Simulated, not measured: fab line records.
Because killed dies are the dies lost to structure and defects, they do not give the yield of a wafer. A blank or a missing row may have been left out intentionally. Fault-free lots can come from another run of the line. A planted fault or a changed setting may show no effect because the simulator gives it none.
fab line records	flow sky130
record lots=7	wafers=21	last-day=49
route steps=708 shown VIA1@460
lots with no fault: from the same line, run without faults
start-h: hours from the record's first day to the start of the lot's first wafer shown	wait-h: time in hours since the lot's previous step	" same as the row above	L1.1+2: several wafers, shown together as one row	- no value, or no start given	* or withheld: withheld	< > ~ a bound
route shown NAME@n: a module of which the file shows steps, and the number in the route of the first	usual: average and standard deviation across the fault-free wafers	same: alike in all rows	chamber/n: place in a boat	sites: the reading at each site	_std_site: standard deviation of those values	_edge_site: the outer-site mean with the inner-site mean subtracted	radius-mm: how far each site lies from the wafer's centre	mask NAME#n: copy n	behind: the most recent tool/chamber to have shaped the wafer	hold: reason for holding the lot/hours on hold/outcome of the hold	device: the transistor (n, p or np) that didn't switch	end of line: the route-end tests of the same wafers	for a step that has no rows: nothing shown but its recipe	killed: count of dies lost to structure and defects at first sort (not the wafer's yield)	map: shows each die of a wafer: x if killed, . if not, _ if none is there
set.NAME: the setting as run; set.NAME@STEP: as run at that earlier step	model.NAME: the simulator's own value behind a step, which no gauge read
lots at some steps of the route; a table a step, a row a wafer
services: from which hour (start-h, from the record's first day; less than 0 if before it) a tool's chamber was out of use, for how many hours, and why
## steps
# step SKY_VIA1_CMP_02
# recipe material=SiO2	down-force-psi=4	platen-rpm=60	pad-velocity-m-s=0.94248
# usual motor-current-A=12.5/1.9	platen-rpm=60.00/0.038
lot.wafer	tool	chamber	start-h	wait-h	motor-current-A	platen-rpm
L272.1	cmp-01	1	790.23	0.1	12.5	59.94
L272.4	"	0	"	"	12.4	59.97
L272.5	"	1	"	"	12.6	60.10
L273.3	cmp-02	1	800.88	0.0	11.5	60.02
L273.4	"	2	"	"	10.8	60.02
L273.5	"	1	"	"	11.9	60.06
L278.2	cmp-02	1	842.78	0.0	12.0	59.98
L278.1	"	2	"	"	11.6	59.94
L278.5	"	1	"	"	12.1	60.01
L279.4	cmp-02	1	845.70	0.0	12.4	59.95
L279.2	"	2	"	"	11.6	59.99
L279.1	"	3	"	"	10.6	60.00
L280.3	cmp-02	1	856.91	0.1	11.9	60.07
L280.4	"	2	"	"	10.7	60.07
L280.1	"	3	"	"	11.4	59.97
L287.1	cmp-01	1	905.72	0.1	13.4	59.94
L287.6	"	3	"	"	11.8	60.04
L287.5	"	0	"	"	12.8	59.99
L288.1	cmp-01	1	909.81	0.1	12.5	60.01
L288.4	"	2	"	"	11.5	59.96
L288.6	"	1	"	"	12.6	60.09
# step SKY_VIA1_BOW_MEAS_03
# recipe mode=bow
# usual VIA1_BOW=80/7.9
lot.wafer	tool	chamber	start-h	wait-h	VIA1_BOW[um]
L272.1	film-metro-01	-	790.53	0.2	87
L272.4	"	-	"	"	89
L272.5	"	-	"	"	85
L273.3	film-metro-01	-	801.22	0.3	90
L273.4	"	-	"	"	73
L273.5	"	-	"	"	95
L278.1	film-metro-02	-	843.08	0.2	73
L278.2	"	-	"	"	83
L278.5	"	-	"	"	80
L279.1	film-metro-01	-	846.00	0.1	82
L279.2	"	-	"	"	71
L279.4	"	-	"	"	78
L280.1	film-metro-01	-	857.16	0.1	80
L280.3	"	-	"	"	83
L280.4	"	-	"	"	75
L287.1	film-metro-02	-	905.92	0.1	93
L287.5	"	-	"	"	88
L287.6	"	-	"	"	96
L288.1	film-metro-01	-	910.11	0.2	81
L288.4	"	-	"	"	72
L288.6	"	-	"	"	71
# step SKY_VIA1_DEHYDRATE_04
# recipe temp-c=200	time-s=60
# step SKY_VIA1_HMDS_05
# recipe prime-time-s=60	prime-temp-c=120
# step SKY_VIA1_COAT_06
# recipe resist=BARC	temp-c=withheld	time-s=withheld	spin-rpm=3000	resist-thk-nm=60
# step SKY_VIA1_COAT_07
# recipe resist=KrF-thick	spin-rpm=3000	resist-thk-nm=450
# step SKY_VIA1_SOFTBAKE_08
# recipe temp-c=100	time-s=90	resist=KrF-thick
# step SKY_VIA1_EXPOSE_09
# recipe mask-id=VIM	na=0.8	source-shape=annular	sigma-inner=0.55	sigma-outer=0.85	target-cd-nm=150	dose-mj=38
# step SKY_VIA1_PEB_10
# recipe peb-temp-c=withheld	peb-time-s=withheld	resist=KrF-thick
# step SKY_VIA1_DEVELOP_11
# recipe develop-time-s=60	resist=KrF-thick	dev-temp-c=21
# step SKY_VIA1_CD_MEAS_12
# recipe target-cd-nm=150
# usual cd-nm=150.1/1.9
lot.wafer	tool	chamber	start-h	wait-h	cd-nm
L272.1	cd-sem-01	-	817.37	-	148.4
L272.4	"	-	"	"	150.2
L272.5	"	-	"	"	149.0
L273.3	cd-sem-02	-	828.46	-	153.6
L273.4	"	-	"	"	151.3
L273.5	"	-	"	"	151.9
L278.1	cd-sem-01	-	868.87	-	143.9
L278.2	"	-	"	"	144.0
L278.5	"	-	"	"	145.2
L279.1	cd-sem-01	-	871.67	-	152.2
L279.2	"	-	"	"	151.5
L279.4	"	-	"	"	151.8
L280.1	cd-sem-01	-	882.47	-	147.7
L280.3	"	-	"	"	145.8
L280.4	"	-	"	"	148.1
L287.1	cd-sem-02	-	931.02	-	150.7
L287.5	"	-	"	"	148.2
L287.6	"	-	"	"	149.2
L288.1	cd-sem-01	-	934.72	-	151.0
L288.4	"	-	"	"	151.7
L288.6	"	-	"	"	149.9
# step SKY_VIA1_OVL_MEAS_13
# usual VIA1_OVL=-1/6.2
lot.wafer	tool	chamber	start-h	wait-h	VIA1_OVL[nm]
L272.1	overlay-02	-	817.49	0.1	2
L272.4	"	-	"	"	-3
L272.5	"	-	"	"	1
L273.3	overlay-02	-	828.55	0.1	6
L273.4	"	-	"	"	1
L273.5	"	-	"	"	9
L278.1	overlay-01	-	868.99	0.1	-10
L278.2	"	-	"	"	-8
L278.5	"	-	"	"	-8
L279.1	overlay-02	-	871.79	0.1	-6
L279.2	"	-	"	"	-2
L279.4	"	-	"	"	-3
L280.1	overlay-02	-	882.59	0.1	-6
L280.3	"	-	"	"	-4
L280.4	"	-	"	"	-6
L287.1	overlay-02	-	931.14	0.1	5
L287.5	"	-	"	"	2
L287.6	"	-	"	"	2
L288.1	overlay-02	-	934.84	0.1	9
L288.4	"	-	"	"	-1
L288.6	"	-	"	"	5
# step SKY_VIA1_ETCH_14
# recipe chemistry=N2/H2	target=BARC	ion-energy-ev=200	source-w=500	bias-w=100	pressure-mtorr=30	n2-flow-sccm=100	h2-flow-sccm=200	stop-on=SiO2	time-s=45.9	target-depth-a=600
# usual bias-w=100.0/0.3	chamber-pressure-mTorr=29.998/0.028	drypump-motor-current-A=5.6/0.4	oes-product-au=0.854/0.0049	throttle-valve-pct=13.226/0.0082
lot.wafer	tool	chamber	start-h	wait-h	bias-w	chamber-pressure-mTorr	drypump-motor-current-A	oes-product-au	rf-hours-counter-h	throttle-valve-pct	model.KrF-thick_of_VIA1_COAT_07.thk-nm
L272.1	rie-diel-03	3	817.52	0.0	100.3	30.018	5.3	0.858	20	13.209	395.6
L272.4	"	1	"	"	100.2	30.012	5.8	0.845	-	13.215	396.1
L272.5	"	2	"	"	100.5	29.996	5.2	0.858	-	13.229	393.2
L273.3	rie-diel-02	2	828.58	0.0	100.0	30.013	6.4	0.855	4	13.221	393.7
L273.4	"	0	"	"	100.0	29.947	5.0	0.848	5	13.234	392.4
L273.5	"	0	"	"	100.1	29.947	5.0	0.854	-	13.220	392.7
L278.1	rie-diel-03	2	869.02	0.0	-	-	-	-	-	-	437.2
L278.2	"	1	"	"	-	-	-	-	-	-	435.4
L278.5	"	3	"	"	-	-	-	-	-	-	434.8
L279.1	rie-diel-03	3	871.83	0.0	-	-	-	-	-	-	436.5
L279.2	"	2	"	"	-	-	-	-	-	-	436.8
L279.4	"	0	"	"	-	-	-	-	-	-	436.8
L280.1	rie-diel-02	3	882.63	0.0	-	-	-	-	-	-	436.9
L280.3	"	1	"	"	-	-	-	-	-	-	436.3
L280.4	"	2	"	"	-	-	-	-	-	-	437.4
L287.1	rie-diel-01	3	931.17	0.0	100.5	30.028	5.7	0.847	22	13.231	390.6
L287.5	"	0	"	"	100.0	29.961	5.4	0.853	-	13.228	390.8
L287.6	"	1	"	"	99.5	30.024	5.5	0.862	-	13.209	391.2
L288.1	rie-diel-03	1	934.88	0.0	99.6	30.057	5.8	0.857	17	13.220	393.3
L288.4	"	3	"	"	100.0	30.019	5.3	0.847	-	13.230	392.1
L288.6	"	1	"	"	100.1	29.993	5.8	0.849	-	13.225	392.3
# step SKY_VIA1_ETCH_15
# recipe target=SiO2	chemistry=C4F8/O2/Ar	target-depth-nm=351	stop-on=TiN	mask-material=KrF-thick	source-w=1500	bias-w=1200	pressure-mtorr=40	c4f8-flow-sccm=withheld	O2_flow_sccm=6	Ar_flow_sccm=300	time-s=54
# usual bias-w=1200/3.9	chamber-pressure-mTorr=40.01/0.037	oes-product-au=0.981/0.0068
lot.wafer	tool	chamber	start-h	wait-h	bias-w	chamber-pressure-mTorr	oes-product-au	rf-hours-counter-h	model.KrF-thick_of_VIA1_COAT_07.thk-nm
L272.1	rie-diel-03	3	817.56	0.0	1195	40.02	0.976	20	326.6
L272.4	"	1	"	"	1203	39.93	0.977	-	328.1
L272.5	"	2	"	"	1200	39.98	0.983	-	323.1
L273.3	rie-diel-02	2	828.62	0.0	1202	40.03	0.983	4	324.3
L273.4	"	0	"	"	1199	40.02	0.995	5	320.9
L273.5	"	0	"	"	1203	40.04	0.986	-	321.6
L278.1	rie-diel-03	2	869.07	0.0	1194	39.98	0.379	25	366.9
L278.2	"	1	"	"	1202	40.05	0.379	14	367.2
L278.5	"	3	"	"	1197	40.02	0.379	-	366.1
L279.1	rie-diel-03	3	871.87	0.0	1200	40.01	0.379	22	367.4
L279.2	"	2	"	"	1201	40.05	0.379	25	366.6
L279.4	"	0	"	"	1204	39.99	0.375	10	364.8
L280.1	rie-diel-02	3	882.67	0.0	1200	40.04	0.385	9	367.8
L280.3	"	1	"	"	1206	40.12	0.371	18	367.9
L280.4	"	2	"	"	1193	40.02	0.366	5	368.4
L287.1	rie-diel-01	3	931.22	0.0	1206	39.99	0.984	22	318.8
L287.5	"	0	"	"	1193	40.02	0.974	-	320.4
L287.6	"	1	"	"	1201	39.95	0.979	-	320.8
L288.1	rie-diel-03	1	934.92	0.0	1206	40.04	0.973	17	324.7
L288.4	"	3	"	"	1201	39.97	0.985	-	322.3
L288.6	"	1	"	"	1206	39.96	0.964	-	324
# step SKY_VIA1_STRIP_16
# recipe chemistry=O2/N2	power-w=1400	pressure-mtorr=1500	platen-temp-c=withheld	o2-flow-sccm=3000	n2-flow-sccm=300	overash-fraction=0.5
# usual drypump-motor-current-A=6.1/0.53	oes-product-au=0.416/0.0051	strip-time-to-endpoint-s=4.459/0.027
lot.wafer	tool	chamber	start-h	wait-h	drypump-motor-current-A	oes-product-au	rf-hours-counter-h	strip-time-to-endpoint-s
L272.1	plasma-asher-01	1	817.61	0.0	6.4	0.420	36	4.494
L272.4	"	0	"	"	5.0	0.412	-	4.513
L272.5	"	1	"	"	6.4	0.413	-	4.473
L273.3	plasma-asher-03	0	828.70	0.1	6.6	0.419	-	4.471
L273.4	"	1	"	"	6.3	0.418	-	4.427
L273.5	"	1	"	"	6.4	0.417	-	4.436
L278.1	plasma-asher-03	0	869.11	0.0	6.6	0.434	13	4.923
L278.2	"	1	"	"	6.3	0.433	13	4.916
L278.5	"	1	"	"	6.3	0.444	-	4.909
L279.1	plasma-asher-02	1	871.92	0.0	6.0	0.432	103	4.923
L279.2	"	0	"	"	6.2	0.445	103	4.910
L279.4	"	0	"	"	6.2	0.429	-	4.874
L280.1	plasma-asher-03	1	882.72	0.0	6.3	0.437	15	4.935
L280.3	"	0	"	"	6.6	0.441	-	4.936
L280.4	"	1	"	"	6.3	0.440	-	4.924
L287.1	plasma-asher-01	0	931.26	0.0	5.0	0.411	45	4.414
L287.5	"	1	"	"	6.5	0.416	-	4.425
L287.6	"	0	"	"	5.0	0.413	-	4.435
L288.1	plasma-asher-02	1	934.97	0.0	6.0	0.423	110	4.467
L288.4	"	1	"	"	5.9	0.402	-	4.446
L288.6	"	0	"	"	6.2	0.419	-	4.465
# step SKY_VIA1_STRIP_17
# recipe chemistry=post-etch-residue-remover	time-s=1200	temp-c=72.5
## services
tool	chamber	start-h	hours	kind
rie-diel-03	-	769.78	0.2	repair
rie-diel-03	-	776.04	0.5	repair
plasma-asher-01	-	779.11	2.8	pm
cmp-02	-	801.90	0.3	repair
rie-diel-03	2	807.17	1.8	repair
rie-diel-03	0	816.13	8.8	repair
cmp-01	-	839.18	0.9	repair
plasma-asher-01	-	849.71	28.1	pm
cmp-01	-	850.44	7.2	pm
rie-diel-01	-	855.12	0.7	repair
cmp-02	-	869.08	0.5	repair
cmp-02	-	885.63	1.4	repair
rie-diel-03	2	885.68	11.1	repair
cmp-02	-	912.22	4.0	pm
cmp-02	-	916.22	-	consumable-replace:conditioner
cmp-02	-	916.22	-	consumable-replace:pad
cmp-02	-	919.57	0.5	repair
plasma-asher-02	-	923.70	1.6	repair
plasma-asher-02	-	923.72	0.9	repair
rie-diel-03	2	929.52	-	clean
rie-diel-03	2	929.52	24.4	scheduled-down
rie-diel-03	2	929.52	24.4	vent-cycle
rie-diel-02	0	932.78	5.6	repair
rie-diel-01	-	934.77	0.7	repair
## key
first-sign step=SKY_VIA1_ETCH_14	reading=tool-record	direction=missing
effect step=SKY_VIA1_ETCH_15	reading=oes-product-au	direction=down	sigmas=89	usual=0.981	struck=0.377
effect step=SKY_VIA1_STRIP_16	reading=strip-time-to-endpoint-s	direction=up	sigmas=17	usual=*	struck=*
model-effect step=SKY_VIA1_ETCH_14	value=KrF-thick_of_VIA1_COAT_07.thk-nm	without=393.3	struck=436.5
model-effect step=SKY_VIA1_ETCH_15	value=KrF-thick_of_VIA1_COAT_07.thk-nm	without=323.8	struck=367
met-at SKY_VIA1_ETCH_14
struck-wafers L278.1,L278.2,L278.5,L279.1,L279.2,L279.4,L280.1,L280.3,L280.4
later-rows-left-out L278.1,L278.2,L278.5,L279.1,L279.2,L279.4,L280.1,L280.3,L280.4
sort-left-out L278.1,L278.2,L278.5,L279.1,L279.2,L279.4,L280.1,L280.3,L280.4
onset-between 828.58 869.02
fault kind=skipped-step-whole	tool=rie-diel-02,rie-diel-03	chamber=-	onset-h=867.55	steps=SKY_VIA1_ETCH_14	scope=struck-lots-only
# sort-left-out: the simulated sort isn't trusted on such a fault, so these wafers' sort isn't shown, and their yield isn't known
# later-rows-left-out: the simulator's readings of these wafers behind a module that went badly wrong aren't trusted and aren't shown, but for the sort
